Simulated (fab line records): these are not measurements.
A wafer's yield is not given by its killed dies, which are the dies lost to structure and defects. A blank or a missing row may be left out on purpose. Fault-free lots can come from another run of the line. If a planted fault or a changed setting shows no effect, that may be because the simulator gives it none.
The tool behind it: which one? || flow sky130 || at 1 step of a route of 708, 14 lots with 42 wafers sampled

== WHAT THE GAUGES READ, wafer by wafer ==
No reading from a measuring or inspecting step in the record can be judged against a usual standard deviation.

== TOOL THAT RAN EACH LOT (tool first, then ch and the chambers of the sampled wafers, then the start) ==
{"lot": "L288", "SKY_VIA4_PEB_09": "litho-track-01 ch 0, day 43 15:45"}
{"lot": "L291", "SKY_VIA4_PEB_09": "litho-track-04 ch 0, day 44 12:49"}
{"lot": "L295", "SKY_VIA4_PEB_09": "litho-track-01 ch 0, day 45 17:09"}
{"lot": "L297", "SKY_VIA4_PEB_09": "litho-track-03, day 45 22:03"}
{"lot": "L296", "SKY_VIA4_PEB_09": "litho-track-01, day 45 23:14"}
{"lot": "L301", "SKY_VIA4_PEB_09": "litho-track-01 ch 0, day 46 20:45"}
{"lot": "L302", "SKY_VIA4_PEB_09": "litho-track-04 ch 0, day 47 00:40"}
{"lot": "L303", "SKY_VIA4_PEB_09": "litho-track-04 ch 0, day 47 01:48"}
{"lot": "L305", "SKY_VIA4_PEB_09": "litho-track-03 ch 0, day 47 14:15"}
{"lot": "L306", "SKY_VIA4_PEB_09": "litho-track-04 ch 0, day 47 14:54"}
{"lot": "L307", "SKY_VIA4_PEB_09": "litho-track-04 ch 0, day 47 18:18"}
{"lot": "L309", "SKY_VIA4_PEB_09": "litho-track-03 ch 0, day 48 09:51"}
{"lot": "L310", "SKY_VIA4_PEB_09": "litho-track-03 ch 0, day 48 11:33"}
{"lot": "L311", "SKY_VIA4_PEB_09": "litho-track-01 ch 0, day 48 15:09"}
- SKY_VIA4_PEB_09

== AS READ BY THE TOOLS THEMSELVES (means over the sampled wafers that have a number; for cases with no such wafer, the mark the record gives instead) ==
SKY_VIA4_PEB_09.
{"lot": "L288", "tool": "litho-track-01", "exhaust-pa (Pa)": 45.4}
{"lot": "L291", "tool": "litho-track-04", "exhaust-pa (Pa)": 44.6}
{"lot": "L295", "tool": "litho-track-01", "exhaust-pa (Pa)": 43.4}
{"lot": "L297", "tool": "litho-track-03", "exhaust-pa (Pa)": "-"}
{"lot": "L296", "tool": "litho-track-01", "exhaust-pa (Pa)": "-"}
{"lot": "L301", "tool": "litho-track-01", "exhaust-pa (Pa)": 45.1}
{"lot": "L302", "tool": "litho-track-04", "exhaust-pa (Pa)": 43.9}
{"lot": "L303", "tool": "litho-track-04", "exhaust-pa (Pa)": 45.6}
{"lot": "L305", "tool": "litho-track-03", "exhaust-pa (Pa)": 45.5}
{"lot": "L306", "tool": "litho-track-04", "exhaust-pa (Pa)": 43.7}
{"lot": "L307", "tool": "litho-track-04", "exhaust-pa (Pa)": 46.3}
{"lot": "L309", "tool": "litho-track-03", "exhaust-pa (Pa)": 45.1}
{"lot": "L310", "tool": "litho-track-03", "exhaust-pa (Pa)": 46.2}
{"lot": "L311", "tool": "litho-track-01", "exhaust-pa (Pa)": 45.1}

== THE ANSWER, worked out from the rows above alone ==
Rule: the usual values come from the lots themselves. The widest of any qualifying gaps counts: lots, ordered by their means at a reading, are off when they make up no more than a third of the lots, leave a main group of 4 or more, and stand apart from it by 3 or more times the standard deviation of that group's means. If all means in a main group match to the digits the tables above print for the reading, that group is not used. Also off: a lot with no number at a reading for which 4 or more lots have one. All remaining lots with rows at the step are treated as sound. Order of review: gauges by route order, followed by the tools' own readings, for which a lot's mean as printed above is used. At the first step where some lot is off, the reading lying furthest off is the one used; lots without a number count as furthest.
Off at SKY_VIA4_PEB_09 (exhaust-pa): L297, L296. Without a number there: L297, L296. The main group: mean 45.0 Pa, standard deviation 0.89.
A tool fits if, at that step or a process step before it, it ran every lot that is off, and no sound lot after the first of them. No candidate that was tried fits.

== WHAT THE SIMULATOR PUT IN ==
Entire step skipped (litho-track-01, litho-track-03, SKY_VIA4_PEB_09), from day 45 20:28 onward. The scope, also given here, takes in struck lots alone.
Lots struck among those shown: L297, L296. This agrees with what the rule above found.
